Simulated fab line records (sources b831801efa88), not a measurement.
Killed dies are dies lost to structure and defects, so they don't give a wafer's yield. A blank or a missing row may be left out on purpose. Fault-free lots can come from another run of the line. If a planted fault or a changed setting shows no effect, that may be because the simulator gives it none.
Which tool did it? :: flow sky130 :: 13 lots, 39 wafers sampled, at 5 steps of a route of 708

## WHAT THE GAUGES SHOWED, per wafer
SKY_VT_ADJUST_PCH_OVL_MEAS_07.
lot: L852
measured: day 10 04:56
on: overlay-02
VT_ADJUST_PCH_OVL (nm): -1.0 -0.2 -1.1

lot: L854
measured: day 10 23:32
on: overlay-02
VT_ADJUST_PCH_OVL (nm): 0.8 0.3 0.8

lot: L855
measured: day 11 03:41
on: overlay-02
VT_ADJUST_PCH_OVL (nm): -1.0 0.9 0.4

lot: L857
measured: day 11 18:04
on: overlay-01
VT_ADJUST_PCH_OVL (nm): -0.7 -0.7 -1.6

lot: L858
measured: day 12 05:05
on: overlay-02
VT_ADJUST_PCH_OVL (nm): 1.2 2.3 2.8

lot: L859
measured: day 12 15:58
on: overlay-02
VT_ADJUST_PCH_OVL (nm): 1.8 1.0 1.5

lot: L860
measured: day 13 09:37
on: overlay-01
VT_ADJUST_PCH_OVL (nm): 0.1 0.5 -1.1

lot: L862
measured: day 13 21:22
on: overlay-01
VT_ADJUST_PCH_OVL (nm): -1.1 0.7 -0.5

lot: L863
measured: day 13 22:26
on: overlay-02
VT_ADJUST_PCH_OVL (nm): -1.5 -2.1 -0.5

lot: L861
measured: day 13 23:23
on: overlay-02
VT_ADJUST_PCH_OVL (nm): 2.1 1.0 1.1

lot: L865
measured: day 14 19:52
on: overlay-01
VT_ADJUST_PCH_OVL (nm): 1.5 0.1 0.9

lot: L874
measured: day 17 12:11
on: overlay-01
VT_ADJUST_PCH_OVL (nm): 0.7 0.7 -0.6

lot: L875
measured: day 17 21:31
on: overlay-02
VT_ADJUST_PCH_OVL (nm): 0.5 0.5 -1.3

SKY_VT_ADJUST_PCH_TW_MEAS_10.
lot: L852
measured: day 10 05:16
on: film_metro-04
VT_ADJUST_PCH_TW: 138.4 139.7 139.5

lot: L854
measured: day 10 23:49
on: film_metro-04
VT_ADJUST_PCH_TW: 139.6 139.6 139.3

lot: L855
measured: day 11 03:59
on: film_metro-04
VT_ADJUST_PCH_TW: 139.9 139.2 138.5

lot: L857
measured: day 11 18:20
on: film_metro-01
VT_ADJUST_PCH_TW: 143.0 141.7 142.8

lot: L858
measured: day 12 05:23
on: film_metro-04
VT_ADJUST_PCH_TW: 138.4 138.4 138.8

lot: L859
measured: day 12 16:15
on: film_metro-03
VT_ADJUST_PCH_TW: 143.4 143.2 143.7

lot: L860
measured: day 13 09:54
on: film_metro-03
VT_ADJUST_PCH_TW: 142.6 143.1 143.3

lot: L862
measured: day 13 21:40
on: film_metro-04
VT_ADJUST_PCH_TW: 139.8 139.9 139.4

lot: L863
measured: day 13 22:43
on: film_metro-01
VT_ADJUST_PCH_TW: 143.0 143.4 142.4

lot: L861
measured: day 13 23:40
on: film_metro-03
VT_ADJUST_PCH_TW: 143.7 143.1 143.5

lot: L865
measured: day 14 20:09
on: film_metro-01
VT_ADJUST_PCH_TW: 142.4 142.3 141.4

lot: L874
measured: day 17 12:28
on: film_metro-04
VT_ADJUST_PCH_TW: 139.3 140.0 139.6

lot: L875
measured: day 17 21:49
on: film_metro-03
VT_ADJUST_PCH_TW: 144.5 145.1 144.0

SKY_POLY_GATE_THK_MEAS_01.
lot: L852
measured: day 13 17:50
on: film_metro-03
POLY_GATE_CVD_00_THK (nm): 180.1 178.5 178.9

lot: L854
measured: day 14 12:40
on: film_metro-04
POLY_GATE_CVD_00_THK (nm): 178.8 178.5 176.3

lot: L855
measured: day 14 18:34
on: film_metro-01
POLY_GATE_CVD_00_THK (nm): 181.0 180.8 182.2

lot: L857
measured: day 15 18:25
on: film_metro-03
POLY_GATE_CVD_00_THK (nm): 177.3 178.8 178.2

lot: L858
measured: day 15 23:30
on: film_metro-01
POLY_GATE_CVD_00_THK (nm): 179.2 179.9 180.8

lot: L859
measured: day 16 15:36
on: film_metro-01
POLY_GATE_CVD_00_THK (nm): 180.5 180.8 179.7

lot: L860
measured: day 17 13:10
on: film_metro-03
POLY_GATE_CVD_00_THK (nm): 180.2 181.9 180.9

lot: L862
measured: day 18 02:52
on: film_metro-04
POLY_GATE_CVD_00_THK (nm): 182.2 181.7 181.7

lot: L863
measured: day 18 02:47
on: film_metro-04
POLY_GATE_CVD_00_THK (nm): 180.9 179.0 178.2

lot: L861
measured: day 18 02:47
on: film_metro-03
POLY_GATE_CVD_00_THK (nm): 180.7 180.5 181.1

lot: L865
measured: day 18 23:36
on: film_metro-04
POLY_GATE_CVD_00_THK (nm): 195.7 195.3 195.4 195.8 195.6 195.3

lot: L874
measured: day 21 20:44
on: film_metro-04
POLY_GATE_CVD_00_THK (nm): 179.4 178.6 177.9

lot: L875
measured: day 22 02:56
on: film_metro-01
POLY_GATE_CVD_00_THK (nm): 178.4 179.8 176.9

SKY_POLY_GATE_CD_MEAS_22.
lot: L852
measured: day 16 11:17
on: cd_sem-02
cd_nm (nm): 148.7 150.2 149.9

lot: L854
measured: day 17 03:23
on: cd_sem-01
cd_nm (nm): 152.5 153.2 149.9

lot: L855
measured: day 17 10:02
on: cd_sem-02
cd_nm (nm): 148.9 148.3 146.7

lot: L857
measured: day 18 20:58
on: cd_sem-01
cd_nm (nm): 149.2 149.5 149.8

lot: L858
measured: day 18 21:03
on: cd_sem-02
cd_nm (nm): 146.6 151.2 146.3

lot: L859
measured: day 19 07:35
on: cd_sem-02
cd_nm (nm): 150.0 149.2 149.0

lot: L860
measured: day 20 03:47
on: cd_sem-01
cd_nm (nm): 150.0 147.1 142.2

lot: L862
measured: day 20 19:54
on: cd_sem-02
cd_nm (nm): 147.2 151.9 145.8

lot: L863
measured: day 20 17:47
on: cd_sem-02
cd_nm (nm): 151.0 150.6 150.9

lot: L861
measured: day 20 20:41
on: cd_sem-02
cd_nm (nm): 147.3 149.9 146.6

lot: L865
measured: day 21 18:06
on: cd_sem-02
cd_nm (nm): 147.5 147.6 149.6

lot: L874
measured: day 24 11:09
on: cd_sem-01
cd_nm (nm): 151.6 152.9 151.7

lot: L875
measured: day 24 18:38
on: cd_sem-01
cd_nm (nm): 150.1 148.5 147.6

## EACH LOT AND THE TOOL THAT RAN IT (in order: tool; ch and the chambers of the sampled wafers; start)
lot: L852
SKY_POLY_GATE_CVD_00: lpcvd-01 ch 0, day 13 16:38

lot: L854
SKY_POLY_GATE_CVD_00: lpcvd-01 ch 1, day 14 11:28

lot: L855
SKY_POLY_GATE_CVD_00: lpcvd-01 ch 0, day 14 17:21

lot: L857
SKY_POLY_GATE_CVD_00: lpcvd-01 ch 1, day 15 17:13

lot: L858
SKY_POLY_GATE_CVD_00: lpcvd-01 ch 0, day 15 22:17

lot: L859
SKY_POLY_GATE_CVD_00: lpcvd-01 ch 1, day 16 14:23

lot: L860
SKY_POLY_GATE_CVD_00: lpcvd-01 ch 0, day 17 11:57

lot: L862
SKY_POLY_GATE_CVD_00: lpcvd-01 ch 0, day 18 00:05

lot: L863
SKY_POLY_GATE_CVD_00: lpcvd-01 ch 1, day 18 00:05

lot: L861
SKY_POLY_GATE_CVD_00: lpcvd-01 ch 0, day 18 00:05

lot: L865
SKY_POLY_GATE_CVD_00: lpcvd-01 ch 0, day 18 22:22

lot: L874
SKY_POLY_GATE_CVD_00: lpcvd-01 ch 1, day 21 19:32

lot: L875
SKY_POLY_GATE_CVD_00: lpcvd-01 ch 1, day 22 01:43
- SKY_POLY_GATE_CVD_00: deposits poly-Si, target thk 180 nm, time 720 s.

## WHAT THE TOOLS THEMSELVES READ (means of the sampled wafers that have a number; where no wafer has one, the mark that the record gives instead)
SKY_POLY_GATE_CVD_00.
lot: L852
tool: lpcvd-01
pressure_mtorr (mTorr): 199.4
spike_tc_bottom_C (C): 638.6
zone_power_upper_pct (%): 10.6

lot: L854
tool: lpcvd-01
pressure_mtorr (mTorr): 200.2
spike_tc_bottom_C (C): 640.8
zone_power_upper_pct (%): 8.2

lot: L855
tool: lpcvd-01
pressure_mtorr (mTorr): 200.3
spike_tc_bottom_C (C): 637.6
zone_power_upper_pct (%): 10.5

lot: L857
tool: lpcvd-01
pressure_mtorr (mTorr): 200.1
spike_tc_bottom_C (C): 641.8
zone_power_upper_pct (%): 8.1

lot: L858
tool: lpcvd-01
pressure_mtorr (mTorr): 199.5
spike_tc_bottom_C (C): 639.1
zone_power_upper_pct (%): 10.6

lot: L859
tool: lpcvd-01
pressure_mtorr (mTorr): 200.5
spike_tc_bottom_C (C): 641.2
zone_power_upper_pct (%): 8.0

lot: L860
tool: lpcvd-01
pressure_mtorr (mTorr): 199.8
spike_tc_bottom_C (C): 638.8
zone_power_upper_pct (%): 10.6

lot: L862
tool: lpcvd-01
pressure_mtorr (mTorr): 199.7
spike_tc_bottom_C (C): 637.4
zone_power_upper_pct (%): 10.6

lot: L863
tool: lpcvd-01
pressure_mtorr (mTorr): 200.0
spike_tc_bottom_C (C): 641.8
zone_power_upper_pct (%): 8.0

lot: L861
tool: lpcvd-01
pressure_mtorr (mTorr): 200.2
spike_tc_bottom_C (C): 638.4
zone_power_upper_pct (%): 10.5

lot: L865
tool: lpcvd-01
pressure_mtorr (mTorr): 240.4
spike_tc_bottom_C (C): 639.1
zone_power_upper_pct (%): 10.4

lot: L874
tool: lpcvd-01
pressure_mtorr (mTorr): 200.0
spike_tc_bottom_C (C): 640.9
zone_power_upper_pct (%): 8.1

lot: L875
tool: lpcvd-01
pressure_mtorr (mTorr): 199.9
spike_tc_bottom_C (C): 641.0
zone_power_upper_pct (%): 8.0

## THE ANSWER, worked out from the rows above alone
Rule: what is usual is taken from the lots themselves. Put in order of their means at a reading, lots are off if they are a third of the lots or fewer, leave a main group of 4 or more, and stand apart from it by a gap of 3 or more times the standard deviation of the main group's means; of several such gaps the widest counts. If all means in a main group match to the digits the tables above print for the reading, that group is not used. A lot without any number at a reading at which 4 lots or more have one is off too. All remaining lots with rows at the step are treated as sound. The gauges are gone through in route order, then the tools' own readings, and for those a lot's mean is taken as printed above. The first step at which some lot is off is used, and at that step the reading that is off furthest; a lot without a number counts as furthest.
Off: L865, seen at SKY_POLY_GATE_THK_MEAS_01 (POLY_GATE_CVD_00_THK). The main group: mean 179.7 nm, standard deviation 1.3.
A tool fits if, at a process step before that reading, it ran every lot that is off, and no sound lot after the first of them. Not tried: the gauges at SKY_POLY_GATE_THK_MEAS_01; whatever is off there is also off at SKY_POLY_GATE_CVD_00, on other tools, and gauge error can't account for it. None of those tried fits.

## WHAT THE SIMULATOR HAD PUT IN
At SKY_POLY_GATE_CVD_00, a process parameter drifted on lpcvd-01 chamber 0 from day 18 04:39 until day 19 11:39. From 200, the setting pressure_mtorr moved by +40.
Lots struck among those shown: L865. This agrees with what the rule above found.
